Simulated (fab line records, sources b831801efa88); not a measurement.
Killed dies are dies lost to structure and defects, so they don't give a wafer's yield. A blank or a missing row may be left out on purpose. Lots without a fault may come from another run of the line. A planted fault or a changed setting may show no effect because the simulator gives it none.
Chamber matching | flow gf180mcu | GF_V1_CMP_04 on cmp-01: 4 sister chambers
The step polishes SiO2. 20 wafers are shown with their chamber, then 10 later ones without.

WAFERS WITH THEIR CHAMBER
wafer  | chamber | motor_current_A (A) | time_to_endpoint_s (s) | head_pressure_psi (psi)
L723.2 | 3       | 13.0                | 75                     | 4.004
L723.3 | 1       | 12.1                | 81                     | 3.997
L723.5 | 1       | 11.8                | 78                     | 4.009
L724.1 | 2       | 12.8                | 86                     | 4.011
L724.2 | 3       | 12.9                | 93                     | 4.002
L724.3 | 1       | 11.6                | 81                     | 3.998
L725.1 | 1       | 11.7                | 82                     | 4.007
L725.3 | 2       | 14.2                | 80                     | 4.004
L725.6 | 3       | 13.0                | 87                     | 4.002
L727.2 | 1       | 12.2                | 68                     | 4.007
L727.3 | 0       | 10.5                | 77                     | 4.009
L727.6 | 1       | 11.5                | 81                     | 4.022
L729.3 | 2       | 13.4                | 82                     | 4.001
L729.4 | 1       | 11.4                | 87                     | 4.003
L729.6 | 1       | 11.6                | 75                     | 4.016
L730.3 | 1       | 12.0                | 78                     | 3.997
L730.4 | 2       | 12.9                | 81                     | 4.001
L730.6 | 3       | 12.9                | 86                     | 4.012
L731.3 | 1       | 11.6                | 81                     | 3.999
L731.4 | 0       | 10.4                | 84                     | 3.997

SIGNATURES (means of the wafers above)
reading            | chamber 0 | chamber 1 | chamber 2 | chamber 3 | scatter within a chamber
motor_current_A    | 10.450    | 11.750    | 13.325    | 12.950    | 0.343
time_to_endpoint_s | 80.50     | 79.20     | 82.25     | 85.25     | 5.25
head_pressure_psi  | 4.00300   | 4.00550   | 4.00425   | 4.00500   | 0.00731
Rule: a wafer's distance from a chamber is the root of the sum, over the readings, of the square of ((its reading less the chamber's mean) divided by the reading's scatter). The wafer belongs to the nearest chamber; if the next one is less than 2 further off, it can't be placed. The scatter: the root of (the sum of the squares of (reading less its chamber's mean) over the shown wafers, divided by (wafers less chambers)).

WAFERS WITHOUT THEIR CHAMBER
wafer  | motor_current_A (A) | time_to_endpoint_s (s) | head_pressure_psi (psi)
L731.6 | 12.5                | 87                     | 4.011
L732.1 | 10.7                | 76                     | 4.005
L732.2 | 12.6                | 84                     | 4.009
L732.3 | 13.2                | 80                     | 3.987
L733.1 | 12.7                | 79                     | 4.000
L733.3 | 11.2                | 80                     | 3.999
L733.4 | 11.8                | 78                     | 4.003
L735.1 | 13.0                | 90                     | 3.994
L735.3 | 11.0                | 78                     | 4.007
L735.5 | 10.6                | 89                     | 3.997

WHICH CHAMBER EACH WENT THROUGH
wafer  | from the rows above          | in truth
L731.6 | can't be placed: 3 or 2 or 1 | 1
L732.1 | can't be placed: 0 or 1      | 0
L732.2 | can't be placed: 3 or 2 or 1 | 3
L732.3 | can't be placed: 2 or 3      | 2
L733.1 | can't be placed: 3 or 2 or 1 | 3
L733.3 | can't be placed: 1 or 0      | 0
L733.4 | 1                            | 1
L735.1 | can't be placed: 3 or 2      | 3
L735.3 | can't be placed: 0 or 1      | 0
L735.5 | 0                            | 0
Placed correctly: 2 of 10. Can't be placed from these rows: 8 (the true chamber is among the candidates in 8). Placed wrongly: 0.
